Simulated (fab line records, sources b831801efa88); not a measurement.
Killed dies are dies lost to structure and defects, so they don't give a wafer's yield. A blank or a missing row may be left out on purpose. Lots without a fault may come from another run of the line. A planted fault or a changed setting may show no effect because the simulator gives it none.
fab line records | flow sky130
record lots=15 wafers=45 last_day=50
route steps=708 shown VT_ADJUST_LVTN@117 LDD_LDN@295 LI_CONTACT@363
lots that met no fault: from a run of the same line without faults
start_h: hours from the record's first day to the start of the lot's first wafer shown | wait_h: hours since the lot's step before | " the same as in the row above | L1.1+2: a row that stands for several wafers | - no value, or no start given | * or withheld: withheld | < > ~ a bound
route shown NAME@n: a module of which the file shows steps, and the number in the route of the first | usual: mean/standard deviation of fault-free wafers | same: alike in all rows | chamber/n: place in a boat | sites: the reading at each site | _std_site: their standard deviation | _edge_site: outer sites' mean less inner sites' | radius_mm: how far each site lies from the wafer's centre | mask NAME#n: copy n | behind: the tool/chamber that last shaped the wafer | hold: why the lot was held/for how many hours/how that ended | device: the transistor (n, p or np) that didn't switch | end of line: the same wafers' tests at the end of the route | a step without rows: its recipe alone | killed: dies lost to structure and defects at the first sort, not the wafer's yield | map: a wafer's dies, x killed, . not, _ none there
set.NAME: the setting as run; set.NAME@STEP: as run at that earlier step | model.NAME: the simulator's own value behind a step, which no gauge read
steps of the route over a sample of lots; a table a step, a row a wafer
services: from which hour (start_h, from the record's first day; less than 0 if before it) a tool's chamber was out of use, for how many hours, and why
## steps
# step SKY_VT_ADJUST_LVTN_STRIP_20
# recipe chemistry=O2/N2 power_w=1400 pressure_mtorr=1500 platen_temp_c=withheld o2_flow_sccm=3000 n2_flow_sccm=300 overash_fraction=0.5
# usual drypump_motor_current_A=5.61/0.26 o2_flow_sccm=2999/9.6 oes_product_au=0.715/0.0046 strip_time_to_endpoint_s=14.16/0.044
# columns lot.wafer tool chamber start_h wait_h drypump_motor_current_A o2_flow_sccm oes_product_au rf_hours_counter_h strip_time_to_endpoint_s
L181.1 plasma_asher-03 0 176.25 0.1 5.62 2996 0.717 52 14.12
L181.3 " 1 " " 5.74 2998 0.715 - 14.13
L181.5 " 1 " " 5.74 3005 0.720 - 14.13
L182.1 plasma_asher-01 0 177.90 0.1 5.72 2993 0.713 38 14.13
L182.3 " 1 " " 5.10 2987 0.712 - 14.14
L182.5 " 1 " " 5.08 2992 0.713 - 14.10
L183.2 plasma_asher-01 0 197.11 0.1 5.70 2989 0.708 40 14.13
L183.4 " 0 " " 5.72 3003 0.713 - 14.10
L183.5 " 0 " " 5.72 2999 0.708 - 14.15
L184.1 plasma_asher-03 0 198.17 0.1 5.62 3005 0.713 55 14.15
L184.4 " 1 " " 5.75 2997 0.715 - 14.16
L184.6 " 1 " " 5.75 2990 0.709 - 14.13
L185.2 plasma_asher-01 0 199.75 0.1 5.71 2989 0.716 40 14.16
L185.3 " 0 " " 5.70 2981 0.708 - 14.21
L185.4 " 1 " " 5.11 3005 0.720 - 14.13
L189.2 plasma_asher-01 1 215.07 0.1 5.12 2999 0.715 42 14.17
L189.3 " 1 " " 5.12 2998 0.713 - 14.20
L189.4 " 0 " " 5.73 3007 0.718 - 14.19
L188.1 plasma_asher-03 1 215.75 0.1 5.76 3017 0.721 56 14.19
L188.3 " 1 " " 5.75 3010 0.715 - 14.16
L188.4 " 0 " " 5.62 2994 0.716 - 14.19
L187.3 plasma_asher-03 1 216.39 0.1 5.73 3002 0.723 - 14.16
L187.5 " 0 " " 5.63 3007 0.724 - 14.16
L187.6 " 1 " " 5.74 3003 0.715 - 14.14
L193.2 plasma_asher-03 0 239.70 0.1 5.63 3000 0.720 59 14.11
L193.3 " 1 " " 5.74 2993 0.716 - 14.09
L193.5 " 0 " " 5.62 3007 0.714 - 14.12
L192.1 plasma_asher-04 0 240.95 0.1 5.81 2990 0.714 55 14.15
L192.3 " 1 " " 6.15 2998 0.719 - 14.17
L192.6 " 0 " " 5.82 3002 0.710 - 14.15
L195.3 plasma_asher-03 0 257.69 0.1 5.61 3002 0.710 - 14.13
L195.5 " 1 " " 5.75 2996 0.713 - 14.13
L195.6 " 0 " " 5.61 2998 0.712 - 14.15
L197.1 plasma_asher-03 1 273.87 0.1 5.74 3001 0.716 63 14.21
L197.3 " 0 " " 5.62 2984 0.710 - 14.24
L197.6 " 0 " " 5.63 3010 0.716 - 14.25
L199.2 plasma_asher-03 0 283.10 0.1 5.62 2997 0.720 64 14.07
L199.3 " 1 " " 5.75 2992 0.713 - 14.12
L199.6 " 0 " " 5.61 2995 0.713 - 14.09
L200.2 plasma_asher-03 0 292.22 0.1 5.61 3016 0.721 64 14.10
L200.4 " 1 " " 5.75 2985 0.714 - 14.15
L200.6 " 0 " " 5.62 3012 0.719 - 14.13
L201.2 plasma_asher-01 1 305.37 0.1 5.09 3017 0.717 51 14.10
L201.3 " 1 " " 5.10 3015 0.716 - 14.09
L201.4 " 0 " " 5.71 2997 0.708 - 14.11
# step SKY_LDD_LDN_DEVELOP_06
# recipe resist=NOVOLAK developer=TMAH develop_time_s=60 dev_temp_c=23
# usual chill_plate_temp_C=23.00/0.11 develop_time_s=60/0
# columns lot.wafer tool chamber start_h wait_h chill_plate_temp_C develop_time_s
L181.1 litho_track-02 0 544.07 0.1 22.97 60
L181.3 " 0 " " 22.93 60
L181.5 " 0 " " 22.90 60
L182.1 litho_track-03 0 544.28 0.1 22.90 60
L182.3 " 0 " " 22.99 60
L182.5 " 0 " " 22.99 60
L183.2 litho_track-01 0 572.41 0.1 23.02 60
L183.4 " 0 " " 23.05 60
L183.5 " 0 " " 23.05 60
L184.1 litho_track-02 0 573.37 0.1 23.02 60
L184.4 " 0 " " 22.99 60
L184.6 " 0 " " 23.13 60
L185.2 litho_track-02 0 580.94 0.1 23.00 60
L185.3 " 0 " " 22.91 60
L185.4 " 0 " " 23.06 60
L189.2 litho_track-03 0 595.65 0.1 23.15 60
L189.3 " 0 " " 23.06 60
L189.4 " 0 " " 23.05 60
L187.3 litho_track-01 0 597.88 0.1 23.00 60
L187.5 " 0 " " 23.12 60
L187.6 " 0 " " 23.10 60
L188.1 litho_track-01 0 599.23 0.1 23.11 60
L188.3 " 0 " " 23.08 60
L188.4 " 0 " " 23.00 60
L193.2 litho_track-02 0 628.94 0.1 22.98 60
L193.3 " 0 " " 22.98 60
L193.5 " 0 " " 22.97 60
L192.1 litho_track-01 0 629.78 0.1 22.90 60
L192.3 " 0 " " 22.94 60
L192.6 " 0 " " 22.99 60
L195.3 litho_track-01 0 645.68 0.1 22.98 60
L195.5 " 0 " " 23.00 60
L195.6 " 0 " " 23.07 60
L197.1 litho_track-03 0 663.23 0.1 23.03 60
L197.3 " 0 " " 22.97 60
L197.6 " 0 " " 22.88 60
L199.2 litho_track-01 - 674.61 0.1 - -
L199.3 " - " " - -
L199.6 " - " " - -
L200.2 litho_track-03 - 682.40 0.1 - -
L200.4 " - " " - -
L200.6 " - " " - -
L201.2 litho_track-01 - 698.16 0.1 - -
L201.3 " - " " - -
L201.4 " - " " - -
# step SKY_LI_CONTACT_THK_MEAS_01
# recipe reads=PSG_of_LI_CONTACT_HDPCVD_00
# usual LI_CONTACT_HDPCVD_THK=935/8.7
# columns lot.wafer tool chamber start_h wait_h LI_CONTACT_HDPCVD_THK[nm]
L181.1 film_metro-01 - 665.00 0.1 940
L181.3 " - " " 935
L181.5 " - " " 939
L182.1 film_metro-04 - 665.94 0.1 927
L182.3 " - " " 926
L182.5 " - " " 919
L183.2 film_metro-02 - 691.26 0.1 937
L183.4 " - " " 926
L183.5 " - " " 944
L184.1 film_metro-02 - 691.79 0.1 934
L184.4 " - " " 937
L184.6 " - " " 949
L185.2 film_metro-04 - 699.15 0.1 938
L185.3 " - " " 934
L185.4 " - " " 934
L189.2 film_metro-04 - 713.66 0.1 934
L189.3 " - " " 933
L189.4 " - " " 951
L187.3 film_metro-02 - 715.21 0.1 935
L187.5 " - " " 943
L187.6 " - " " 941
L188.1 film_metro-04 - 715.87 0.1 927
L188.3 " - " " 928
L188.4 " - " " 924
L193.2 film_metro-02 - 743.61 0.1 936
L193.3 " - " " 934
L193.5 " - " " 939
L192.1 film_metro-04 - 747.30 0.1 940
L192.3 " - " " 949
L192.6 " - " " 938
L195.3 film_metro-01 - 761.57 0.1 934
L195.5 " - " " 940
L195.6 " - " " 938
L197.1 film_metro-04 - 792.33 0.1 936
L197.3 " - " " 929
L197.6 " - " " 925
L199.2 film_metro-01 - 793.51 0.1 924
L199.3 " - " " 947
L199.6 " - " " 935
L200.2 film_metro-04 - 799.92 0.1 933
L200.4 " - " " 928
L200.6 " - " " 917
L201.2 film_metro-04 - 812.61 0.1 935
L201.3 " - " " 927
L201.4 " - " " 921
# step SKY_LI_CONTACT_CD_MEAS_12
# recipe target_cd_nm=170
# usual cd_nm=170.1/1.4
# columns lot.wafer tool chamber start_h wait_h cd_nm
L181.1 cd_sem-02 - 691.30 - 169.7
L181.3 " - " " 170.5
L181.5 " - " " 170.1
L182.1 cd_sem-02 - 692.60 - 170.2
L182.3 " - " " 169.4
L182.5 " - " " 169.1
L183.2 cd_sem-01 - 720.60 - 169.0
L183.4 " - " " 167.1
L183.5 " - " " 169.1
L184.1 cd_sem-02 - 720.93 - 170.3
L184.4 " - " " 170.0
L184.6 " - " " 170.6
L185.2 cd_sem-02 - 727.05 - 168.0
L185.3 " - " " 169.5
L185.4 " - " " 168.3
L189.2 cd_sem-02 - 740.90 - 170.8
L189.3 " - " " 172.7
L189.4 " - " " 170.9
L187.3 cd_sem-02 - 743.21 - 167.9
L187.5 " - " " 166.6
L187.6 " - " " 167.9
L188.1 cd_sem-01 - 744.42 - 170.6
L188.3 " - " " 172.7
L188.4 " - " " 171.4
L193.2 cd_sem-02 - 771.10 - 171.2
L193.3 " - " " 171.3
L193.5 " - " " 171.4
L192.1 cd_sem-02 - 773.98 - 172.6
L192.3 " - " " 170.7
L192.6 " - " " 172.4
L195.3 cd_sem-02 - 788.31 - 170.2
L195.5 " - " " 169.6
L195.6 " - " " 169.9
L197.1 cd_sem-01 - 819.03 - 168.4
L197.3 " - " " 168.3
L197.6 " - " " 169.3
L199.2 cd_sem-02 - 820.20 - 170.3
L199.3 " - " " 169.5
L199.6 " - " " 170.4
L200.2 cd_sem-01 - 826.30 - 169.2
L200.4 " - " " 168.9
L200.6 " - " " 169.3
L201.2 cd_sem-01 - 838.84 - 170.4
L201.3 " - " " 172.9
L201.4 " - " " 171.1
## services
# columns tool chamber start_h hours kind
plasma_asher-04 - 212.44 14.6 pm
plasma_asher-04 - 344.96 1.2 repair
plasma_asher-01 - 401.66 2.2 repair
plasma_asher-03 - 421.25 9.0 pm
plasma_asher-03 0 421.25 9.0 vent_cycle
plasma_asher-03 1 421.25 9.0 vent_cycle
plasma_asher-03 0 430.25 - clean
plasma_asher-03 1 430.25 - clean
plasma_asher-03 - 437.93 28.1 pm
plasma_asher-04 - 443.83 16.5 repair
plasma_asher-04 - 448.47 1.4 repair
plasma_asher-04 - 452.09 12.5 repair
plasma_asher-04 - 523.82 28.1 pm
plasma_asher-03 - 596.98 0.6 repair
plasma_asher-04 - 597.59 2.8 pm
plasma_asher-01 - 629.95 2.7 repair
plasma_asher-03 - 651.58 1.5 repair
## key
first_sign step=SKY_LDD_LDN_DEVELOP_06 reading=tool_record direction=missing
effect none on later readings
met_at SKY_LDD_LDN_DEVELOP_06
struck_lots L199,L200,L201
sort_left_out L199.2,L199.3,L199.6,L200.2,L200.4,L200.6,L201.2,L201.3,L201.4
tester_left_out L199,L200,L201
not_acting_at SKY_VT_ADJUST_LVTN_STRIP_20,SKY_LI_CONTACT_THK_MEAS_01,SKY_LI_CONTACT_CD_MEAS_12
onset_between 663.23 674.61
fault kind=skipped_step_whole tool=litho_track-01,litho_track-03 chamber=- onset_h=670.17 steps=SKY_LDD_LDN_DEVELOP_06 scope=struck_lots_only
# tester_left_out: of these lots the tester's yield and bins aren't shown, on N5 and GAA mostly nor the transistor test; their killed dies are dies lost to structure and defects alone, not to doping, threshold or leakage, so they don't give the yield
# sort_left_out: the simulated sort isn't trusted on such a fault, so these wafers' sort isn't shown, and their yield isn't known
